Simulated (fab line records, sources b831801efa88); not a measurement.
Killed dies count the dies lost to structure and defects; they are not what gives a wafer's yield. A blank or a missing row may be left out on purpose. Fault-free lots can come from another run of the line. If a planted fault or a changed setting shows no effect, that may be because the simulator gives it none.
Which of the tools did it? ; flow gf180mcu ; 42 wafers from 14 lots sampled at 6 of the route's 602 steps

## WHAT THE GAUGES SHOWED, per wafer
GF_HV_LDD_CD_MEAS_46: the cd target is 400 nm. Usual: cd_nm 401.0 nm, standard deviation 2.3.
lot;measured;on;cd_nm (nm);flag
L646;day 12 06:49;cd_sem-01;403.0 402.6 401.5;
L647;day 12 16:29;cd_sem-01;398.2 397.4 398.7;
L648;day 12 20:46;cd_sem-02;400.4 399.9 397.3;
L649;day 13 09:10;cd_sem-01;406.3 405.0 403.0;
L650;day 13 17:35;cd_sem-02;399.7 399.8 399.7;
L651;day 14 00:01;cd_sem-01;400.8 402.7 401.7;
L654;day 14 19:40;cd_sem-02;403.9 404.5 401.2;
L655;day 15 10:53;cd_sem-02;404.2 404.1 403.3;
L658;day 16 09:55;cd_sem-02;399.4 400.4 400.7;
L660;day 17 03:47;cd_sem-01;398.2 398.7 397.9;
L661;day 17 08:41;cd_sem-02;399.8 399.7 401.5;
L663;day 18 06:19;cd_sem-02;401.6 400.9 400.7;
L664;day 18 13:25;cd_sem-01;402.2 403.8 403.7;
L669;day 20 02:54;cd_sem-02;400.4 401.9 401.1;

GF_HV_LDD_TW_MEAS_50. Usual: HV_LDD_4_TW 575, standard deviation 12.
lot;measured;on;HV_LDD_4_TW;flag
L646;day 12 07:13;film_metro-04;585 581 583;
L647;day 12 16:52;film_metro-01;555 560 560;
L648;day 12 21:11;film_metro-01;559 560 557;
L649;day 13 09:32;film_metro-01;559 560 557;
L650;day 13 17:59;film_metro-01;564 561 562;
L651;day 14 00:25;film_metro-04;585 587 587;
L654;day 14 20:04;film_metro-03;573 568 568;
L655;day 15 11:18;film_metro-03;569 567 568;
L658;day 16 10:19;film_metro-04;587 586 587;
L660;day 17 04:13;film_metro-04;588 588 589;
L661;day 17 09:05;film_metro-04;584 585 588;
L663;day 18 06:43;film_metro-04;585 589 588;
L664;day 18 13:50;film_metro-04;588 584 586;
L669;day 20 03:17;film_metro-03;571 569 572;

GF_HV_LDD_THK_MEAS_55. Usual: HV_LDD_CVD_54_THK 9.99 nm, standard deviation 0.13.
lot;measured;on;HV_LDD_CVD_54_THK (nm);flag
L646;day 12 08:32;film_metro-01;9.96 9.95 10.03;
L647;day 12 18:14;film_metro-04;9.89 10.05 9.89;
L648;day 12 22:32;film_metro-04;9.85 9.94 10.00;
L649;day 13 11:01;film_metro-01;9.80 10.01 9.87;
L650;day 13 19:18;film_metro-01;9.98 9.96 10.13;
L651;day 14 02:25;film_metro-01;10.09 9.96 10.06;
L654;day 14 21:41;film_metro-01;9.94 9.87 9.81;
L655;day 15 12:37;film_metro-03;10.04 9.99 10.03;
L658;day 16 11:38;film_metro-04;9.70 9.81 9.78;
L660;day 17 06:45;film_metro-04;10.07 10.08 9.97;
L661;day 17 10:24;film_metro-01;10.05 10.13 10.18;
L663;day 18 08:02;film_metro-03;9.97 9.94 9.99;
L664;day 18 15:08;film_metro-01;10.05 10.06 10.05;
L669;day 20 04:36;film_metro-03;10.20 10.06 10.02;

GF_NSD_CD_MEAS_07: the cd target is 400 nm. Usual: cd_nm 400.4 nm, standard deviation 2.4.
lot;measured;on;cd_nm (nm);flag
L646;day 13 05:35;cd_sem-01;397.8 395.1 398.0;
L647;day 13 15:31;cd_sem-02;395.4 399.3 397.1;
L648;day 13 20:17;cd_sem-02;400.3 399.0 399.5;
L649;day 14 09:33;cd_sem-01;396.7 398.6 398.7;
L650;day 14 18:59;cd_sem-02;404.9 402.4 404.5;
L651;day 15 01:01;cd_sem-02;400.4 400.0 397.6;
L654;day 15 20:29;cd_sem-02;403.9 402.3 401.9;
L655;day 16 12:20;cd_sem-02;399.6 399.6 398.7;
L658;day 17 12:34;cd_sem-02;399.2 400.1 400.5;
L660;day 18 06:10;cd_sem-02;- - -;OFF
L661;day 18 10:17;cd_sem-01;- - -;OFF
L663;day 19 09:29;cd_sem-01;402.6 402.9 404.4;
L664;day 19 15:56;cd_sem-01;400.2 399.8 399.3;
L669;day 21 05:47;cd_sem-01;401.9 402.1 401.0;

GF_PSD_TW_MEAS_11. Usual: PSD_TW 3149, standard deviation 25.
lot;measured;on;PSD_TW;flag
L646;day 14 03:08;film_metro-01;3143 3127 3130;
L647;day 14 13:34;film_metro-02;3176 3149 3135;
L648;day 14 17:44;film_metro-02;3173 3145 3155;
L649;day 15 07:19;film_metro-01;3128 3118 3136;
L650;day 15 17:04;film_metro-03;3170 3160 3161;
L651;day 15 23:21;film_metro-03;3173 3164 3159;
L654;day 16 19:43;film_metro-02;3163 3166 3157;
L655;day 17 11:12;film_metro-02;3156 3162 3161;
L658;day 18 11:56;film_metro-01;3127 3116 3124;
L660;day 19 06:54;film_metro-03;4249 4253 4256;OFF
L661;day 19 11:16;film_metro-01;4183 4171 4178;OFF
L663;day 20 09:40;film_metro-01;3149 3132 3126;
L664;day 20 15:46;film_metro-01;3132 3150 3130;
L669;day 22 06:53;film_metro-01;3105 3105 3096;

## EACH LOT AND THE TOOL THAT RAN IT (in order: tool; ch and the chambers of the sampled wafers; start)
lot;GF_NSD_COAT_02
L646;litho_track-02 ch 0, day 12 19:37
L647;litho_track-02 ch 0, day 13 05:26
L648;litho_track-04 ch 0, day 13 10:10
L649;litho_track-03 ch 0, day 13 22:31
L650;litho_track-02 ch 0, day 14 08:01
L651;litho_track-03 ch 0, day 14 13:55
L654;litho_track-03 ch 0, day 15 09:43
L655;litho_track-04 ch 0, day 16 01:46
L658;litho_track-02 ch 0, day 17 01:19
L660;litho_track-02, day 17 18:58
L661;litho_track-04, day 17 22:56
L663;litho_track-03 ch 0, day 18 21:31
L664;litho_track-02 ch 0, day 19 03:56
L669;litho_track-02 ch 0, day 20 17:40
- GF_NSD_COAT_02: resist thk 1000 nm.

## WHAT THE TOOLS THEMSELVES READ (means of the sampled wafers that have a number; where no wafer has one, the mark that the record gives instead)
GF_NSD_COAT_02. Usual: chill_plate_temp_C 23.02 C, standard deviation 0.096; dispense_pressure_kPa 54.9 kPa, standard deviation 1.5.
lot;tool;chill_plate_temp_C (C);dispense_pressure_kPa (kPa);flag
L646;litho_track-02;22.91;55.5;
L647;litho_track-02;23.05;55.5;
L648;litho_track-04;23.03;52.0;
L649;litho_track-03;23.17;56.0;
L650;litho_track-02;22.99;55.6;
L651;litho_track-03;23.04;56.0;
L654;litho_track-03;22.87;56.0;
L655;litho_track-04;23.06;52.0;
L658;litho_track-02;23.01;55.6;
L660;litho_track-02;-;-;OFF
L661;litho_track-04;-;-;OFF
L663;litho_track-03;22.95;56.0;
L664;litho_track-02;23.03;55.6;
L669;litho_track-02;22.96;55.6;

## THE ANSWER, worked out from the rows above alone
Rule: a lot is off if the mean of its wafers that have a number lies more than 3 standard deviations from the usual mean. Also off: a lot with no number at a reading for which 4 or more lots have one. Any other lot the step has rows for is counted as sound. Order of review: gauges by route order, followed by the tools' own readings, for which a lot's mean as printed above is used. At the first step where some lot is off, the reading lying furthest off is the one used; lots without a number count as furthest.
Off: L660, L661, at GF_NSD_CD_MEAS_07 (cd_nm). Without a number there: L660, L661.
If a tool, at a process step before that reading, ran all the lots that are off and no sound lot after the first of them, it fits. Not tried: the gauges at GF_NSD_CD_MEAS_07; whatever is off there is also off at GF_PSD_TW_MEAS_11, on other tools, and gauge error can't account for it. None of those tried fits.

## WHAT THE SIMULATOR HAD INSERTED
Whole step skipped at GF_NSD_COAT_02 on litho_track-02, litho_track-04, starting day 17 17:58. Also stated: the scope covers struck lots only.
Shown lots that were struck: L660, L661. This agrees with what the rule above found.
